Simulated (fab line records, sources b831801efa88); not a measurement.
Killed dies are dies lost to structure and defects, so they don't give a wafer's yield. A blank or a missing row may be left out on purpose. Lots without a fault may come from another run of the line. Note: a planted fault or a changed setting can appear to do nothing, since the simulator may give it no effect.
Which tool is to blame? | flow gf180mcu | 13 lots with 39 wafers sampled at 6 steps, on a route of 602 steps

== WHAT THE GAUGES SHOWED, per wafer ==
GF_HV_LDD_TW_MEAS_23. Usual: HV_LDD_2_TW gives 1056 (standard deviation 12).
lot  | measured     | on            | HV_LDD_2_TW    | flag
L465 | day 10 18:31 | film-metro-02 | 1052 1049 1054 |
L467 | day 11 12:31 | film-metro-04 | 1042 1037 1036 |
L468 | day 11 19:55 | film-metro-04 | 1050 1038 1044 |
L471 | day 12 14:04 | film-metro-02 | 1051 1057 1053 |
L472 | day 13 00:46 | film-metro-02 | 1057 1061 1060 |
L473 | day 13 05:07 | film-metro-02 | 1056 1060 1061 |
L474 | day 13 16:05 | film-metro-01 | 1067 1066 1059 |
L483 | day 16 16:35 | film-metro-04 | 1041 1049 1049 |
L484 | day 16 19:40 | film-metro-04 | 1048 1037 1048 |
L485 | day 17 05:43 | film-metro-02 | 1058 1057 1054 |
L486 | day 17 08:53 | film-metro-01 | 1066 1062 1061 |
L487 | day 17 16:41 | film-metro-04 | 1038 1039 1036 |
L488 | day 18 05:04 | film-metro-02 | 1062 1058 1063 |

GF_NSD_CD_MEAS_07: the cd target is 400 nm. Usual: cd-nm at 399.7 nm, with a standard deviation of 2.
lot  | measured     | on        | cd-nm (nm)        | flag
L465 | day 13 05:53 | cd-sem-02 | 398.7 400.9 400.1 |
L467 | day 14 03:41 | cd-sem-01 | 401.4 398.5 400.9 |
L468 | day 14 10:52 | cd-sem-01 | 399.6 396.7 399.1 |
L471 | day 15 05:48 | cd-sem-02 | 399.8 397.5 394.6 |
L472 | day 15 17:56 | cd-sem-02 | 402.8 400.7 403.5 |
L473 | day 15 23:00 | cd-sem-01 | 400.7 401.0 399.7 |
L474 | day 16 11:28 | cd-sem-02 | 399.1 399.8 400.8 |
L483 | day 19 17:27 | cd-sem-02 | 397.8 396.4 397.8 |
L484 | day 19 22:39 | cd-sem-02 | 400.4 400.7 399.8 |
L485 | day 20 07:37 | cd-sem-01 | 400.5 401.1 401.3 |
L486 | day 20 12:17 | cd-sem-01 | 403.3 402.7 402.3 |
L487 | day 20 19:19 | cd-sem-01 | 399.4 398.5 397.9 |
L488 | day 21 09:09 | cd-sem-02 | 398.8 400.4 402.9 |

GF_PSD_CD_MEAS_07: the cd target is 400 nm. Usual: cd-nm at 399.8 nm, with a standard deviation of 2.2.
lot  | measured     | on        | cd-nm (nm)        | flag
L465 | day 14 02:40 | cd-sem-02 | 397.9 397.6 396.7 |
L467 | day 15 01:01 | cd-sem-02 | 398.7 399.2 398.7 |
L468 | day 15 08:01 | cd-sem-01 | 401.3 397.9 398.7 |
L471 | day 16 03:58 | cd-sem-01 | 400.9 404.4 406.2 |
L472 | day 16 16:34 | cd-sem-01 | 401.1 401.5 401.5 |
L473 | day 16 21:43 | cd-sem-02 | 399.5 400.6 399.6 |
L474 | day 17 10:48 | cd-sem-01 | 399.8 399.9 400.9 |
L483 | day 20 17:57 | cd-sem-02 | 403.0 402.5 401.6 |
L484 | day 20 22:57 | cd-sem-02 | 402.1 399.8 400.0 |
L485 | day 21 07:45 | cd-sem-01 | 399.9 397.8 400.2 |
L486 | day 21 12:17 | cd-sem-01 | 398.6 399.6 398.9 |
L487 | day 21 19:18 | cd-sem-01 | 400.2 401.8 401.2 |
L488 | day 22 08:51 | cd-sem-01 | 398.7 402.3 401.2 |

GF_PSD_RS_MEAS_14: measures by four-point-probe. Usual: NSD_RS gives 46.28 ohm/sq (standard deviation 0.091).
lot  | measured     | on            | NSD_RS (ohm/sq)   | flag
L465 | day 14 03:17 | film-metro-01 | 46.20 46.35 46.30 |
L467 | day 15 01:38 | film-metro-04 | 46.15 46.24 46.19 |
L468 | day 15 08:37 | film-metro-01 | 46.34 46.36 46.34 |
L471 | day 16 04:34 | film-metro-03 | 46.15 46.16 46.14 |
L472 | day 16 17:11 | film-metro-01 | 46.38 46.47 46.43 |
L473 | day 16 22:19 | film-metro-01 | 42.88 42.84 42.81 | OFF
L474 | day 17 11:25 | film-metro-03 | 42.83 42.75 42.76 | OFF
L483 | day 20 18:33 | film-metro-01 | 46.32 46.33 46.33 |
L484 | day 20 23:34 | film-metro-01 | 46.26 46.39 46.20 |
L485 | day 21 08:21 | film-metro-03 | 46.30 46.38 46.33 |
L486 | day 21 12:53 | film-metro-01 | 46.26 46.27 46.34 |
L487 | day 21 19:54 | film-metro-01 | 46.30 46.37 46.21 |
L488 | day 22 09:28 | film-metro-03 | 46.26 46.18 46.19 |

GF_PSD_RS_MEAS_15: measures by four-point-probe. Usual: PSD_RS gives 108.94 ohm/sq (standard deviation 0.23).
lot  | measured     | on            | PSD_RS (ohm/sq)      | flag
L465 | day 14 03:24 | film-metro-01 | 108.78 109.23 109.22 |
L467 | day 15 01:45 | film-metro-04 | 108.84 109.04 108.79 |
L468 | day 15 08:44 | film-metro-01 | 108.89 109.17 108.87 |
L471 | day 16 04:41 | film-metro-03 | 108.88 108.84 108.88 |
L472 | day 16 17:18 | film-metro-01 | 109.29 109.19 109.37 |
L473 | day 16 22:26 | film-metro-01 | 98.95 98.74 98.94    | OFF
L474 | day 17 11:32 | film-metro-03 | 99.04 99.27 98.86    | OFF
L483 | day 20 18:40 | film-metro-01 | 108.97 109.36 108.88 |
L484 | day 20 23:41 | film-metro-01 | 108.96 108.99 108.71 |
L485 | day 21 08:28 | film-metro-03 | 108.88 108.89 108.94 |
L486 | day 21 13:01 | film-metro-01 | 109.01 109.25 108.84 |
L487 | day 21 20:01 | film-metro-01 | 109.07 109.06 109.03 |
L488 | day 22 09:35 | film-metro-03 | 108.84 109.13 109.01 |

== WHAT TOOL EACH LOT RAN ON (gives the tool, then ch and the chambers of the sampled wafers, and finally the start) ==
lot  | GF_PSD_RTA_13
L465 | rtp-anneal-01 ch 0, day 14 03:11
L467 | rtp-anneal-01 ch 0, day 15 01:32
L468 | rtp-anneal-02 ch 0, day 15 08:32
L471 | rtp-anneal-01 ch 0, day 16 04:29
L472 | rtp-anneal-01 ch 0, day 16 17:05
L473 | rtp-anneal-01 ch 0, day 16 22:14
L474 | rtp-anneal-01 ch 0, day 17 11:20
L483 | rtp-anneal-01 ch 0, day 20 18:28
L484 | rtp-anneal-01 ch 0, day 20 23:29
L485 | rtp-anneal-01 ch 0, day 21 08:16
L486 | rtp-anneal-02 ch 0, day 21 12:47
L487 | rtp-anneal-01 ch 0, day 21 19:49
L488 | rtp-anneal-01 ch 0, day 22 09:22
- GF_PSD_RTA_13: time 19.39 s.

== AS READ BY THE TOOLS THEMSELVES (means over the sampled wafers that have a number; for cases with no such wafer, the mark the record gives instead) ==
GF_PSD_RTA_13. Usual: lamp-power-pct 35.6 %, standard deviation 0.36; wafer_temp_C_max 1029.5, standard deviation 0.95.
lot  | tool          | lamp-power-pct (%) | wafer_temp_C_max | flag
L465 | rtp-anneal-01 | 35.3               | 1029.6           |
L467 | rtp-anneal-01 | 35.3               | 1030.0           |
L468 | rtp-anneal-02 | 36.1               | 1029.7           |
L471 | rtp-anneal-01 | 35.3               | 1028.8           |
L472 | rtp-anneal-01 | 35.3               | 1029.2           |
L473 | rtp-anneal-01 | 35.3               | 1029.1           |
L474 | rtp-anneal-01 | 35.3               | 1028.7           |
L483 | rtp-anneal-01 | 35.3               | 1030.0           |
L484 | rtp-anneal-01 | 35.3               | 1029.1           |
L485 | rtp-anneal-01 | 35.4               | 1029.7           |
L486 | rtp-anneal-02 | 36.1               | 1029.1           |
L487 | rtp-anneal-01 | 35.3               | 1030.6           |
L488 | rtp-anneal-01 | 35.3               | 1029.6           |

== THE ANSWER, worked out from the rows above alone ==
Rule: take the mean of a lot's wafers that have a number; if it is more than 3 standard deviations from the usual mean, the lot is off. Also off: a lot with no number at a reading for which 4 or more lots have one. The other lots that the step has rows for count as sound. Order of review: gauges by route order, followed by the tools' own readings, for which a lot's mean as printed above is used. At the first step where some lot is off, the reading lying furthest off is the one used; lots without a number count as furthest.
Off: L473, L474, seen at GF_PSD_RS_MEAS_14 (NSD_RS).
A tool fits if, at a process step before that reading, it ran every lot that is off, and no sound lot after the first of them. The gauges at GF_PSD_RS_MEAS_14 are tried like those tools. None of those tried fits.

== WHAT WAS PUT IN BY THE SIMULATOR ==
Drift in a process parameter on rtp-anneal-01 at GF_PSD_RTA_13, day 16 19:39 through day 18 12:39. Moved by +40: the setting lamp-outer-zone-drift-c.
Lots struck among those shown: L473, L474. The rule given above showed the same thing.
